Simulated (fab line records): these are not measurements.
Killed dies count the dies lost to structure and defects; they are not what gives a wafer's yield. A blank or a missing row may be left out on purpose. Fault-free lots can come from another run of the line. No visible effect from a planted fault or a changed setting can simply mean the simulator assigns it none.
A struck lot beside a sound one || flow gf180mcu || 44 out of 602 route steps
Sound: wafers L660.2, L660.5, L660.6. Wafers struck: L672.2, L672.3, L672.6. Last of all comes the cause.
For every step that has rows: the tool of each side, followed by ch and its chambers, followed by its first start. Under that, the readings that differ: sound wafers || struck wafers || difference of the means || sigmas: that difference in standard deviations of wafers without a fault.
alike: a reading whose means differ by less than 2 such deviations, as well as words and numbers matching on both sides. not compared: withheld readings; readings where some wafer has no value; bounds like >300 that might hide an equal value; numbers whose values overlap and for which the record gives no deviation.
A row with sigmas, a row that says differs or no value, or rows on one side alone: a step with any of these is where the two part. Numbers that don't overlap but have no deviation are shown without sigmas and don't part them. A reading that every wafer of one side lacks parts them only if that side has two wafers or more.

first, 5 steps without rows for these wafers: GF_V1_STRIP_19 (strips in post etch residue remover, time 1200 s); GF_V1_CLEAN_20 (cleans in DIW); GF_V1_SPUTTER_21 (material Ti, target thk 15 nm, time 80.02 s); GF_V1_SPUTTER_22 (material TiN, target thk 10 nm, time 40 s); GF_V1_CVD_23 (deposits W, target thk 350 nm, time 105.05 s).
GF_V1_RS_MEAS_24: measurement is done with a four-point probe.
  sound on film_metro-01, day 19 14:24; struck on film_metro-01, day 24 05:37
  alike: V1_W_RS
GF_V1_THK_MEAS_25: measures by xrf.
  sound on film_metro-01, day 19 14:31; struck on film_metro-01, day 24 05:43
  alike: V1_W_THK
then, 1 step without rows for these wafers: GF_V1_CMP_26 (polishes, stops on SiO2, t overpolish 15 s, target thk 0 nm).
GF_M2_SPUTTER_00: material Ti, target thk 37.5 nm, time 150 s.
  sound on pvd_sputter-02, day 19 14:52; struck on pvd_sputter-02, day 24 06:04
  alike: chamber_pressure_pa, throttle_valve_pct
then, 1 step without rows for these wafers: GF_M2_SPUTTER_01 (material TiN, target thk 30 nm, time 25 s).
GF_M2_SPUTTER_02: material AlCu, target thk 450 nm, time 23.9 s.
  sound on pvd_sputter-02, day 19 14:59; struck on pvd_sputter-02, day 24 06:12
  alike: chamber_pressure_pa, throttle_valve_pct
then, 1 step without rows for these wafers: GF_M2_SPUTTER_03 (material Ti, target thk 10 nm, time 6.7 s).
GF_M2_SPUTTER_04: material TiN, target thk 50 nm, time 41.7 s.
  sound on pvd_sputter-02, day 19 15:02; struck on pvd_sputter-02, day 24 06:15
{"reading": "chamber_pressure_pa (Pa)", "sound": "0.4005 0.3995 0.3998", "struck": "0.3160 0.3174 0.3163", "difference": -0.0834, "sigmas": -97}
{"reading": "throttle_valve_pct (%)", "sound": "31.2 30.3 30.9", "struck": "33.7 34.8 35.0", "difference": "+3.7", "sigmas": "+4"}
  not compared: model.TiN_of_M2_SPUTTER_04.thk_nm
GF_M2_RS_MEAS_05: measurement is done with a four-point probe.
  sound on film_metro-03, day 19 15:06; struck on film_metro-02, day 24 06:19
  alike: M2_ALCU_RS
GF_M2_THK_MEAS_06: measures by xrf.
  sound on film_metro-03, day 19 15:13; struck on film_metro-02, day 24 06:25
  alike: M2_ALCU_THK
then, 7 steps without rows for these wafers: GF_M2_DEHYDRATE_07 (time 60 s); GF_M2_HMDS_08 (prime time 60 s); GF_M2_COAT_09 (resist thk 1000 nm); GF_M2_SOFTBAKE_10 (time 60 s); GF_M2_EXPOSE_11 (exposes mask Metal2, target cd 280 nm); GF_M2_PEB_12 (peb time 90 s); GF_M2_DEVELOP_13 (develop time 60 s).
GF_M2_CD_MEAS_14: the cd target is 280 nm.
  sound on cd_sem-01, day 20 14:02; struck on cd_sem-02, day 25 04:07
  alike: cd_nm
GF_M2_OVL_MEAS_15:
  sound on overlay-01, day 20 14:09; struck on overlay-01, day 25 04:13
  alike: M2_OVL
GF_M2_METAL_ETCH_16: etches the open film in Cl2/BCl3, stops on SiO2, target depth 627.5 nm, time 104.6 s.
  sound on rie_metal-01 ch 0,1, day 20 14:11; struck on rie_metal-03 ch 0, day 25 04:15
{"reading": "drypump_motor_current_A (A)", "sound": "5.6 5.6 5.1", "struck": "6.5 6.4 6.5", "difference": "+1.0", "sigmas": "+2"}
  alike: chamber_pressure_mTorr, oes_product_au, throttle_valve_pct
  not compared: rf_hours_counter_h
GF_M2_STRIP_17: strips in O2/N2.
  sound on plasma_asher-04 ch 0,1, day 20 14:17; struck on plasma_asher-01 ch 0,1, day 25 04:22
  alike: chamber_pressure_mTorr, drypump_motor_current_A, heater_power_w, oes_product_au, platen_temp_c, strip_time_to_endpoint_s
  not compared: rf_hours_counter_h
then, 3 steps without rows for these wafers: GF_M2_STRIP_18 (strips in post etch residue remover, time 1200 s); GF_M2_CLEAN_19 (cleans in DIW); GF_V2_CVD_00 (deposits SiO2, target thk 600 nm, time 100 s).
GF_V2_THK_MEAS_01:
  sound on film_metro-01, day 20 14:56; struck on film_metro-01, day 25 04:59
  alike: V2_CVD_00_THK
then, 1 step without rows for these wafers: GF_V2_CVD_02 (deposits SiO2 from TEOS, target thk 850 nm, time 94.851 s).
GF_V2_THK_MEAS_03:
  sound on film_metro-01, day 20 15:04; struck on film_metro-02, day 25 05:07
  alike: V2_CVD_02_THK
GF_V2_CMP_04: polishes SiO2.
  sound on cmp-01 ch 1,2,3, day 20 15:13; struck on cmp-02 ch 0,2, day 25 05:10
  alike: motor_current_A, time_to_endpoint_s
GF_V2_BOW_MEAS_05:
  sound on film_metro-01, day 20 15:26; struck on film_metro-03, day 25 05:29
{"reading": "V2_BOW (um)", "sound": "109 113 99", "struck": "97 83 90", "difference": -17, "sigmas": -2}
then, 8 steps without rows for these wafers: GF_V2_DEHYDRATE_06 (time 60 s); GF_V2_HMDS_07 (prime time 60 s); GF_V2_COAT_08; GF_V2_COAT_09 (resist thk 1000 nm); GF_V2_SOFTBAKE_10 (time 60 s); GF_V2_EXPOSE_11 (exposes mask Via2, target cd 260 nm); GF_V2_PEB_12 (peb time 90 s); GF_V2_DEVELOP_13 (develop time 60 s).
GF_V2_STRIP_19: strips in post etch residue remover, time 1200 s.
  sound on wet_bench-02 ch 2, day 21 15:46; struck on wet_bench-04 ch 2, day 26 02:51
  not compared: model.TiN_of_M2_SPUTTER_04.thk_nm
GF_PASSIVATION_PROBE_99:
  the record holds rows for the sound wafers here (prober-02, day 30 04:15) but none for the struck ones

## WHERE THEY PART
At GF_M2_SPUTTER_04 first; at GF_PASSIVATION_PROBE_99 last (within this record only).

WHY: what the simulator had put in
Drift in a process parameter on pvd_sputter-02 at GF_M2_SPUTTER_04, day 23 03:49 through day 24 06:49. Setting chamber_pressure_pa shifted by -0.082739 from 0.4. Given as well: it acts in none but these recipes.
